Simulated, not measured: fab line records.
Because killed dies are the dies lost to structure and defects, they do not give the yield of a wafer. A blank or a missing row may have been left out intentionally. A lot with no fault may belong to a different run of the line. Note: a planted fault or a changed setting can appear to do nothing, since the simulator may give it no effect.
fab line records	flow gf180mcu	part 1 of 2: steps 1 to 43 of 44
record: lots: 7	wafers: 21	last-day: 34
route steps=602 shown MVSD@74 MVPSD@78 VT_IMPLANT@90 PASSIVATION@602
lots that met no fault: taken from a fault-free run of the same line
start-h: start of the lot's first displayed wafer, in hours after the record's first day	wait-h: time in hours since the lot's previous step	" same as the row above	L1.1+2: one row covering several wafers at once	- either no value or no given start	* or withheld: withheld	< > ~ a bound
route shown NAME@n: names a module that has steps shown in the file, with the first one's number in the route	usual: mean/standard deviation taken from wafers without a fault	same: alike in all rows	chamber/n: place in a boat	sites: per-site readings	_std_site: the standard deviation of these	_edge_site: inner sites' mean taken away from outer sites' mean	radius-mm: for every site, how far away it sits from the centre of the wafer	mask NAME#n: copy n	behind: the last tool/chamber to shape the wafer	hold: cause of the lot's hold/its duration in hours/its outcome	device: the transistor (n, p or np) that didn't switch	end of line: at the end of the route, the tests of the same wafers	where a step has no rows: the recipe by itself	killed: not the wafer's yield, but the dies lost to structure and defects at the first sort	map: shows each die of a wafer: x if killed, . if not, _ if none is there
set.NAME: setting as actually run; set.NAME@STEP: the setting as run at that earlier step	model.NAME: the simulator's own value behind a step, which no gauge read
lots at some steps of the route; a table a step, a row a wafer
services: the hour from which a tool's chamber was out of use, counted from the record's first day as start-h (under 0 if before that day), plus the number of hours and why
== steps ==
step: GF_MVSD_IMPLANT_08
recipe: species: P	energy-kev: 400	dose-cm2: 1.6e+13	tilt-deg: 0
step: GF_MVSD_IMPLANT_09
recipe: species: P	energy-kev: 100	dose-cm2: 5e+12	tilt-deg: 0
step: GF_MVSD_STRIP_10
recipe: chemistry: O2/N2	power-w: 1400	pressure-mtorr: 1500	platen-temp-c: 250	o2-flow-sccm: 3000	n2-flow-sccm: 300	overash-fraction: 0.5
usual: drypump-motor-current-A: 6.01/0.25	heater-power-w: 360/28	n2-flow-sccm: 299.9/0.9	oes-product-au: 0.722/0.0047	strip-time-to-endpoint-s: 36.96/0.085
lot.wafer	tool	chamber	start-h	wait-h	drypump-motor-current-A	heater-power-w	n2-flow-sccm	oes-product-au	rf-hours-counter-h	strip-time-to-endpoint-s
L748.2	plasma-asher-04	1	83.54	0.1	5.97	402	300.9	0.722	43	37.08
L748.3	"	1	"	"	5.96	402	300.4	0.719	-	37.08
L748.4	"	0	"	"	5.84	348	299.2	0.721	-	36.94
L750.1	plasma-asher-04	1	93.14	0.1	5.94	398	300.4	0.721	45	36.95
L750.4	"	0	"	"	5.90	348	300.6	0.717	-	36.91
L750.6	"	0	"	"	5.88	340	298.5	0.724	-	36.89
L755.1	plasma-asher-04	1	122.24	0.1	5.97	397	298.6	0.715	48	36.90
L755.4	"	1	"	"	5.99	394	300.7	0.721	-	36.97
L755.5	"	0	"	"	5.88	342	300.3	0.719	-	37.00
L756.3	plasma-asher-01	0	128.77	0.1	6.59	322	300.5	0.723	-	36.95
L756.4	"	1	"	"	5.75	362	300.5	0.728	-	36.90
L756.6	"	0	"	"	6.60	313	300.8	0.716	-	37.02
L758.4	plasma-asher-01	0	141.63	0.1	6.67	315	301.0	0.725	-	37.00
L758.5	"	1	"	"	5.80	360	301.5	0.717	-	36.90
L758.6	"	0	"	"	6.62	315	299.6	0.716	-	36.90
L769.2	plasma-asher-02	1	204.74	0.1	6.11	375	298.7	0.720	39	37.26
L769.4	"	0	"	"	5.93	331	299.9	0.721	-	37.11
L769.5	"	0	"	"	5.94	349	299.7	0.723	-	37.12
L771.2	plasma-asher-01	1	214.99	0.1	5.76	353	299.4	0.719	10	37.05
L771.3	"	0	"	"	6.61	326	299.9	0.723	-	37.15
L771.4	"	1	"	"	5.77	353	299.5	0.726	-	37.02
step: GF_MVSD_TW_MEAS_11
usual: MVSD_TW: 1574/14
lot.wafer	tool	chamber	start-h	wait-h	MVSD_TW
L748.2	film-metro-04	-	83.65	0.1	1591
L748.3	"	-	"	"	1573
L748.4	"	-	"	"	1571
L750.1	film-metro-02	-	93.27	0.1	1576
L750.4	"	-	"	"	1573
L750.6	"	-	"	"	1576
L755.1	film-metro-01	-	122.34	0.1	1575
L755.4	"	-	"	"	1572
L755.5	"	-	"	"	1580
L756.3	film-metro-02	-	128.86	0.1	1583
L756.4	"	-	"	"	1576
L756.6	"	-	"	"	1579
L758.4	film-metro-04	-	141.72	0.1	1588
L758.5	"	-	"	"	1585
L758.6	"	-	"	"	1588
L769.2	film-metro-02	-	204.85	0.1	1591
L769.4	"	-	"	"	1595
L769.5	"	-	"	"	1596
L771.2	film-metro-01	-	215.10	0.1	1544
L771.3	"	-	"	"	1550
L771.4	"	-	"	"	1544
step: GF_MVPSD_DEHYDRATE_00
recipe: temp-c: 200	time-s: 60
step: GF_MVPSD_HMDS_01
recipe: prime-time-s: 60	prime-temp-c: 120
step: GF_MVPSD_COAT_02
recipe: spin-rpm: 2000	resist-thk-nm: 3000
step: GF_MVPSD_SOFTBAKE_03
recipe: temp-c: 110	time-s: withheld
step: GF_MVPSD_EXPOSE_04
recipe: mask-id: MVPSD	target-cd-nm: 1000	na: 0.6	source-shape: conventional	sigma-outer: 0.6	dose-mj: 260
step: GF_MVPSD_PEB_05
recipe: temp-c: 115	time-s: withheld
step: GF_MVPSD_DEVELOP_06
recipe: wall-angle-deg: 90	develop-time-s: 60	dev-temp-c: 23
step: GF_MVPSD_OVL_MEAS_07
usual: MVPSD_OVL: 0.5/1.4
lot.wafer	tool	chamber	start-h	wait-h	MVPSD_OVL[nm]
L748.2	overlay-02	-	97.61	-	2.2
L748.3	"	-	"	"	2.5
L748.4	"	-	"	"	2.8
L750.1	overlay-02	-	106.69	-	1.3
L750.4	"	-	"	"	0.6
L750.6	"	-	"	"	2.2
L755.1	overlay-02	-	137.50	-	0.3
L755.4	"	-	"	"	-0.4
L755.5	"	-	"	"	0.5
L756.3	overlay-01	-	144.09	-	-1.3
L756.4	"	-	"	"	-0.5
L756.6	"	-	"	"	-1.0
L758.4	overlay-01	-	157.01	-	-0.4
L758.5	"	-	"	"	0.1
L758.6	"	-	"	"	0.0
L769.2	overlay-01	-	222.50	-	-0.8
L769.4	"	-	"	"	-0.6
L769.5	"	-	"	"	-0.5
L771.2	overlay-01	-	233.56	-	0.6
L771.3	"	-	"	"	-2.2
L771.4	"	-	"	"	-1.0
step: GF_MVPSD_IMPLANT_08
recipe: species: B	energy-kev: 170	dose-cm2: 1.5e+13	tilt-deg: 0
usual: dose-ions-cm2: 1.4999e+13/1.6e+10	faraday-current-uA: 84.1/1.7
lot.wafer	tool	chamber	start-h	wait-h	dose-ions-cm2	faraday-current-uA
L748.2	implanter-03	0	97.66	0.0	1.5026e+13	84.8
L748.3	"	0	"	"	1.4995e+13	85.3
L748.4	"	0	"	"	1.5004e+13	86.1
L750.1	implanter-01	0	106.73	0.0	1.4996e+13	85.7
L750.4	"	0	"	"	1.4978e+13	84.8
L750.6	"	0	"	"	1.502e+13	82.8
L755.1	implanter-03	0	137.54	0.0	1.3702e+13	77.5
L755.4	"	0	"	"	1.3725e+13	76.9
L755.5	"	0	"	"	1.3718e+13	77.0
L756.3	implanter-03	0	144.16	0.1	1.3706e+13	74.8
L756.4	"	0	"	"	1.3673e+13	76.7
L756.6	"	0	"	"	1.367e+13	77.0
L758.4	implanter-03	0	157.10	0.1	1.3703e+13	74.1
L758.5	"	0	"	"	1.3701e+13	76.3
L758.6	"	0	"	"	1.3733e+13	76.9
L769.2	implanter-01	0	222.55	0.0	1.4985e+13	87.2
L769.4	"	0	"	"	1.4996e+13	84.3
L769.5	"	0	"	"	1.5014e+13	82.4
L771.2	implanter-04	0	233.62	0.0	1.5012e+13	83.1
L771.3	"	0	"	"	1.4989e+13	81.7
L771.4	"	0	"	"	1.5006e+13	83.6
step: GF_MVPSD_IMPLANT_09
recipe: species: B	energy-kev: 40	dose-cm2: 5e+12	tilt-deg: 0
step: GF_MVPSD_STRIP_10
recipe: chemistry: O2/N2	power-w: 1400	pressure-mtorr: 1500	platen-temp-c: 250	o2-flow-sccm: 3000	n2-flow-sccm: 300	overash-fraction: 0.5
usual: drypump-motor-current-A: 5.96/0.18	heater-power-w: 358/26	n2-flow-sccm: 300.0/0.88	oes-product-au: 0.722/0.0045	strip-time-to-endpoint-s: 36.95/0.11
lot.wafer	tool	chamber	start-h	wait-h	drypump-motor-current-A	heater-power-w	n2-flow-sccm	oes-product-au	rf-hours-counter-h	strip-time-to-endpoint-s
L748.2	plasma-asher-04	0	97.94	0.1	5.82	342	298.2	0.722	45	36.69
L748.3	"	1	"	"	5.96	405	299.5	0.722	-	36.76
L748.4	"	0	"	"	5.83	341	297.8	0.716	-	36.72
L750.1	plasma-asher-02	0	107.03	0.1	5.92	341	300.1	0.724	29	37.07
L750.4	"	0	"	"	5.94	349	298.9	0.718	-	37.01
L750.6	"	0	"	"	5.91	347	301.4	0.721	-	37.10
L755.1	plasma-asher-03	1	137.84	0.1	5.26	297	300.6	0.719	50	36.97
L755.4	"	1	"	"	5.24	290	299.5	0.719	-	37.03
L755.5	"	1	"	"	5.24	287	300.6	0.718	-	37.04
L756.3	plasma-asher-02	0	144.45	0.1	5.93	345	298.9	0.716	-	37.05
L756.4	"	1	"	"	6.14	375	296.9	0.723	-	37.06
L756.6	"	1	"	"	6.10	376	298.0	0.719	-	37.05
L758.4	plasma-asher-02	0	157.36	0.1	5.93	339	300.0	0.726	-	36.87
L758.5	"	0	"	"	5.91	347	299.7	0.721	-	36.89
L758.6	"	1	"	"	6.13	372	300.4	0.721	-	36.93
L769.2	plasma-asher-02	0	222.83	0.1	5.90	342	301.4	0.728	41	37.11
L769.4	"	0	"	"	5.93	344	300.3	0.731	-	37.21
L769.5	"	0	"	"	5.91	342	300.3	0.714	-	37.13
L771.2	plasma-asher-02	1	233.89	0.1	6.13	364	299.0	0.722	42	36.83
L771.3	"	1	"	"	6.12	377	300.5	0.724	-	36.92
L771.4	"	0	"	"	5.92	339	300.6	0.725	-	36.95
step: GF_MVPSD_TW_MEAS_11
usual: MVPSD_TW: 553/3.2
lot.wafer	tool	chamber	start-h	wait-h	MVPSD_TW
L748.2	film-metro-01	-	98.05	0.1	551
L748.3	"	-	"	"	551
L748.4	"	-	"	"	549
L750.1	film-metro-04	-	107.13	0.1	552
L750.4	"	-	"	"	556
L750.6	"	-	"	"	551
L755.1	film-metro-01	-	137.94	0.1	535
L755.4	"	-	"	"	539
L755.5	"	-	"	"	535
L756.3	film-metro-04	-	144.53	0.1	539
L756.4	"	-	"	"	538
L756.6	"	-	"	"	536
L758.4	film-metro-02	-	157.46	0.1	540
L758.5	"	-	"	"	538
L758.6	"	-	"	"	540
L769.2	film-metro-01	-	222.94	0.1	544
L769.4	"	-	"	"	544
L769.5	"	-	"	"	543
L771.2	film-metro-04	-	234.00	0.1	555
L771.3	"	-	"	"	556
L771.4	"	-	"	"	555
step: GF_VT_IMPLANT_DEHYDRATE_00
recipe: temp-c: 200	time-s: 60
step: GF_VT_IMPLANT_HMDS_01
recipe: prime-time-s: 60	prime-temp-c: 120
step: GF_VT_IMPLANT_COAT_02
recipe: resist: NOVOLAK	spin-rpm: 3000	resist-thk-nm: 1000
step: GF_VT_IMPLANT_SOFTBAKE_03
recipe: temp-c: 90	time-s: 60	resist: NOVOLAK
step: GF_VT_IMPLANT_EXPOSE_04
recipe: mask-id: LVPWELL_LV_AREA	target-cd-nm: 600	na: 0.6	source-shape: conventional	sigma-outer: 0.6	dose-mj: 140
step: GF_VT_IMPLANT_PEB_05
recipe: temp-c: withheld	time-s: *	resist: NOVOLAK
step: GF_VT_IMPLANT_DEVELOP_06
recipe: develop-time-s: 60	dev-temp-c: 23
step: GF_VT_IMPLANT_OVL_MEAS_07
usual: VT_IMPLANT_OVL: 1.2/1.3
lot.wafer	tool	chamber	start-h	wait-h	VT_IMPLANT_OVL[nm]
L748.2	overlay-02	-	111.96	0.1	0.2
L748.3	"	-	"	"	1.3
L748.4	"	-	"	"	0.2
L750.1	overlay-02	-	121.74	0.1	0.5
L750.4	"	-	"	"	1.8
L750.6	"	-	"	"	-0.1
L755.1	overlay-01	-	153.44	0.1	2.8
L755.4	"	-	"	"	2.1
L755.5	"	-	"	"	2.2
L756.3	overlay-01	-	160.37	0.1	2.7
L756.4	"	-	"	"	1.8
L756.6	"	-	"	"	1.7
L758.4	overlay-01	-	173.12	0.1	1.3
L758.5	"	-	"	"	2.0
L758.6	"	-	"	"	1.8
L769.2	overlay-01	-	240.86	0.1	2.5
L769.4	"	-	"	"	2.2
L769.5	"	-	"	"	-0.4
L771.2	overlay-02	-	252.36	0.1	2.0
L771.3	"	-	"	"	2.2
L771.4	"	-	"	"	1.8
step: GF_VT_IMPLANT_IMPLANT_08
recipe: species: BF2	energy-kev: 20	dose-cm2: 8.29e+12	tilt-deg: 7
step: GF_VT_IMPLANT_STRIP_09
recipe: chemistry: O2/N2	power-w: 1400	pressure-mtorr: 1500	platen-temp-c: 250	o2-flow-sccm: 3000	n2-flow-sccm: 300	overash-fraction: 0.5
usual: drypump-motor-current-A: 6.0/0.41	heater-power-w: 338/26	n2-flow-sccm: 300.1/0.94	oes-product-au: 0.716/0.0045	strip-time-to-endpoint-s: 12.62/0.044
lot.wafer	tool	chamber	start-h	wait-h	drypump-motor-current-A	heater-power-w	n2-flow-sccm	oes-product-au	rf-hours-counter-h	strip-time-to-endpoint-s
L748.2	plasma-asher-03	1	112.14	0.1	5.3	297	299.6	0.718	46	12.60
L748.3	"	0	"	"	6.0	332	299.8	0.717	-	12.57
L748.4	"	1	"	"	5.2	288	298.4	0.722	-	12.60
L750.1	plasma-asher-01	1	121.93	0.1	5.8	349	301.0	0.717	0	12.69
L750.4	"	1	"	"	5.8	359	299.6	0.719	-	12.64
L750.6	"	1	"	"	5.8	356	300.0	0.719	-	12.63
L755.1	plasma-asher-03	0	153.63	0.1	6.0	329	300.1	0.718	51	12.67
L755.4	"	1	"	"	5.2	289	299.5	0.722	-	12.67
L755.5	"	1	"	"	5.2	294	299.2	0.716	-	12.66
L756.3	plasma-asher-01	1	160.58	0.1	5.8	363	299.7	0.719	-	12.63
L756.4	"	0	"	"	6.6	317	300.2	0.726	-	12.61
L756.6	"	1	"	"	5.8	355	300.3	0.721	-	12.64
L758.4	plasma-asher-01	1	173.32	0.1	5.8	354	299.5	0.711	-	12.60
L758.5	"	0	"	"	6.6	314	299.2	0.723	-	12.65
L758.6	"	1	"	"	5.8	361	300.0	0.718	-	12.64
L769.2	plasma-asher-02	0	241.04	0.1	5.9	345	299.3	0.720	43	12.54
L769.4	"	1	"	"	6.1	373	300.1	0.720	-	12.56
L769.5	"	0	"	"	5.9	346	299.1	0.714	-	12.60
L771.2	plasma-asher-01	0	252.54	0.1	6.6	317	299.8	0.718	14	12.65
L771.3	"	0	"	"	6.6	333	300.9	0.712	-	12.70
L771.4	"	1	"	"	5.7	360	300.9	0.714	-	12.67
step: GF_VT_IMPLANT_TW_MEAS_10
usual: VT_IMPLANT_TW: 561/5.4
lot.wafer	tool	chamber	start-h	wait-h	VT_IMPLANT_TW
L748.2	film-metro-02	-	112.25	0.1	568
L748.3	"	-	"	"	563
L748.4	"	-	"	"	562
L750.1	film-metro-02	-	122.03	0.1	565
L750.4	"	-	"	"	565
L750.6	"	-	"	"	566
L755.1	film-metro-02	-	153.73	0.1	561
L755.4	"	-	"	"	561
L755.5	"	-	"	"	559
L756.3	film-metro-01	-	160.66	0.1	561
L756.4	"	-	"	"	560
L756.6	"	-	"	"	564
L758.4	film-metro-03	-	173.42	0.1	557
L758.5	"	-	"	"	558
L758.6	"	-	"	"	554
L769.2	film-metro-02	-	241.15	0.1	564
L769.4	"	-	"	"	561
L769.5	"	-	"	"	564
L771.2	film-metro-02	-	252.65	0.1	563
L771.3	"	-	"	"	562
L771.4	"	-	"	"	567
step: GF_VT_IMPLANT_DEHYDRATE_11
recipe: temp-c: 200	time-s: 60
step: GF_VT_IMPLANT_HMDS_12
recipe: prime-time-s: 60	prime-temp-c: 120
step: GF_VT_IMPLANT_COAT_13
recipe: resist: NOVOLAK	spin-rpm: 3000	resist-thk-nm: 1000
step: GF_VT_IMPLANT_SOFTBAKE_14
recipe: temp-c: 90	time-s: 60	resist: NOVOLAK
step: GF_VT_IMPLANT_EXPOSE_15
recipe: mask-id: Nwell_LV_AREA	target-cd-nm: 860	na: 0.6	source-shape: conventional	sigma-outer: 0.6	dose-mj: 140
step: GF_VT_IMPLANT_PEB_16
recipe: temp-c: withheld	time-s: *	resist: NOVOLAK
step: GF_VT_IMPLANT_DEVELOP_17
recipe: develop-time-s: 60	dev-temp-c: 23
step: GF_VT_IMPLANT_OVL_MEAS_18
usual: VT_IMPLANT_01_OVL: -0.1/1.7
lot.wafer	tool	chamber	start-h	wait-h	VT_IMPLANT_01_OVL[nm]
L748.2	overlay-02	-	126.95	0.1	1.5
L748.3	"	-	"	"	1.1
L748.4	"	-	"	"	1.1
L750.1	overlay-01	-	137.01	0.1	1.6
L750.4	"	-	"	"	2.1
L750.6	"	-	"	"	1.0
L755.1	overlay-01	-	169.86	0.1	-1.8
L755.4	"	-	"	"	-2.9
L755.5	"	-	"	"	-1.8
L756.3	overlay-01	-	176.47	0.1	2.9
L756.4	"	-	"	"	2.5
L756.6	"	-	"	"	2.5
L758.4	overlay-02	-	189.47	0.1	-0.9
L758.5	"	-	"	"	-2.9
L758.6	"	-	"	"	-0.7
L769.2	overlay-02	-	259.96	0.1	-2.5
L769.4	"	-	"	"	-3.9
L769.5	"	-	"	"	-3.4
L771.2	overlay-01	-	271.64	0.1	-0.3
L771.3	"	-	"	"	0.2
L771.4	"	-	"	"	1.3
step: GF_VT_IMPLANT_IMPLANT_19
recipe: species: As	energy-kev: 100	dose-cm2: 4.35e+12	tilt-deg: 7
step: GF_VT_IMPLANT_STRIP_20
recipe: chemistry: O2/N2	power-w: 1400	pressure-mtorr: 1500	platen-temp-c: 250	o2-flow-sccm: 3000	n2-flow-sccm: 300	overash-fraction: 0.5
usual: drypump-motor-current-A: 5.8/0.45	heater-power-w: 325/26	n2-flow-sccm: 300.1/0.89	oes-product-au: 0.716/0.0044	strip-time-to-endpoint-s: 12.62/0.04
lot.wafer	tool	chamber	start-h	wait-h	drypump-motor-current-A	heater-power-w	n2-flow-sccm	oes-product-au	rf-hours-counter-h	strip-time-to-endpoint-s
L748.2	plasma-asher-03	1	127.13	0.1	5.2	296	300.1	0.712	48	12.68
L748.3	"	1	"	"	5.2	293	300.1	0.706	-	12.63
L748.4	"	0	"	"	6.0	328	299.1	0.716	-	12.63
L750.1	plasma-asher-03	0	137.19	0.1	6.0	339	301.4	0.715	50	12.63
L750.4	"	1	"	"	5.2	292	299.9	0.710	-	12.64
L750.6	"	1	"	"	5.2	296	301.1	0.715	-	12.64
L755.1	plasma-asher-01	0	170.04	0.1	6.6	312	301.0	0.714	5	12.62
L755.4	"	0	"	"	6.6	318	300.4	0.709	-	12.63
L755.5	"	0	"	"	6.6	312	299.7	0.713	-	12.64
L756.3	plasma-asher-03	0	176.68	0.1	6.0	334	300.3	0.719	-	12.62
L756.4	"	1	"	"	5.3	292	300.0	0.716	-	12.61
L756.6	"	1	"	"	5.2	292	300.9	0.714	-	12.58
L758.4	plasma-asher-01	1	189.67	0.1	5.8	358	300.3	0.719	-	12.61
L758.5	"	1	"	"	5.8	350	298.8	0.713	-	12.58
L758.6	"	0	"	"	6.6	316	300.9	0.715	-	12.62
L769.2	plasma-asher-03	1	260.14	0.1	5.2	295	299.9	0.717	63	12.65
L769.4	"	0	"	"	6.0	323	300.8	0.717	-	12.60
L769.5	"	1	"	"	5.3	292	299.3	0.711	-	12.62
L771.2	plasma-asher-03	0	271.82	0.1	6.0	333	300.0	0.724	64	12.57
L771.3	"	1	"	"	5.3	291	301.4	0.713	-	12.56
L771.4	"	0	"	"	6.0	331	299.8	0.724	-	12.55
step: GF_VT_IMPLANT_TW_MEAS_21
usual: VT_IMPLANT_2_TW: 1204/13
lot.wafer	tool	chamber	start-h	wait-h	VT_IMPLANT_2_TW
L748.2	film-metro-02	-	127.24	0.1	1226
L748.3	"	-	"	"	1216
L748.4	"	-	"	"	1222
L750.1	film-metro-03	-	137.29	0.1	1197
L750.4	"	-	"	"	1195
L750.6	"	-	"	"	1190
L755.1	film-metro-01	-	170.14	0.1	1205
L755.4	"	-	"	"	1194
L755.5	"	-	"	"	1196
L756.3	film-metro-02	-	176.76	0.1	1224
L756.4	"	-	"	"	1219
L756.6	"	-	"	"	1220
L758.4	film-metro-02	-	189.77	0.1	1228
L758.5	"	-	"	"	1224
L758.6	"	-	"	"	1219
L769.2	film-metro-03	-	260.25	0.1	1197
L769.4	"	-	"	"	1190
L769.5	"	-	"	"	1186
L771.2	film-metro-02	-	271.93	0.1	1222
L771.3	"	-	"	"	1217
L771.4	"	-	"	"	1226
step: GF_VT_IMPLANT_DEHYDRATE_22
recipe: temp-c: 200	time-s: 60
step: GF_VT_IMPLANT_HMDS_23
recipe: prime-time-s: 60	prime-temp-c: 120
step: GF_VT_IMPLANT_COAT_24
recipe: resist: NOVOLAK	spin-rpm: 3000	resist-thk-nm: 1000
step: GF_VT_IMPLANT_SOFTBAKE_25
recipe: temp-c: 90	time-s: 60	resist: NOVOLAK
step: GF_VT_IMPLANT_RS_MEAS_49
recipe: thk-meas-gauge: four-point-probe
usual: MVPSD_RS: 1169.0/2.8
lot.wafer	tool	chamber	start-h	wait-h	MVPSD_RS[ohm/sq]
L748.2	film-metro-02	-	158.84	0.1	1173.0
L748.3	"	-	"	"	1169.6
L748.4	"	-	"	"	1171.7
L750.1	film-metro-02	-	170.15	0.1	1168.6
L750.4	"	-	"	"	1168.1
L750.6	"	-	"	"	1170.9
L755.1	film-metro-04	-	204.45	0.1	1222.0
L755.4	"	-	"	"	1220.2
L755.5	"	-	"	"	1218.0
L756.3	film-metro-04	-	211.19	0.1	1220.6
L756.4	"	-	"	"	1219.9
L756.6	"	-	"	"	1219.2
L758.4	film-metro-04	-	225.41	0.1	1220.7
L758.5	"	-	"	"	1222.3
L758.6	"	-	"	"	1222.0
L769.2	film-metro-01	-	299.71	0.1	1167.1
L769.4	"	-	"	"	1169.8
L769.5	"	-	"	"	1167.5
L771.2	film-metro-02	-	312.83	0.1	1170.0
L771.3	"	-	"	"	1169.4
L771.4	"	-	"	"	1170.6
== key ==
first-sign: step: GF_MVPSD_IMPLANT_08	reading: dose-ions-cm2	direction: down	sigmas: 82	usual: 1.4999e+13	struck: 1.3703e+13
effect: step: GF_MVPSD_IMPLANT_08	reading: faraday-current-uA	direction: down	sigmas: 4.7	usual: 84.1	struck: 76.4
effect: step: GF_MVPSD_TW_MEAS_11	reading: MVPSD_TW	direction: down	sigmas: 4.9	usual: 553	struck: 538
effect: step: GF_VT_IMPLANT_RS_MEAS_49	reading: MVPSD_RS	direction: up	sigmas: 18	usual: 1169.0	struck: 1220.5
model-effect: step: GF_PASSIVATION_PROBE_99	value: etest.p-drift.rs-ohm-sq	without: 2374	struck: 2535
met-at GF_MVPSD_IMPLANT_08
struck-wafers L755.1,L755.4,L755.5,L756.3,L756.4,L756.6,L758.4,L758.5,L758.6
tester-left-out L755,L756,L758
onset-between 97.66 137.54
fault: kind: process-parameter-drift	tool: implanter-03	chamber: -	onset-h: 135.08	steps: GF_MVPSD_IMPLANT_08	channel: dose-cm2	offset: -1.2971e+12	shape: step	end-h: 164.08	acts-in: these-recipes-only	stated: 1.5e+13
tester-left-out: of these lots the tester's yield and bins aren't shown, on N5 and GAA mostly nor the transistor test; their killed dies are dies lost to structure and defects alone, not to doping, threshold or leakage, so they don't give the yield
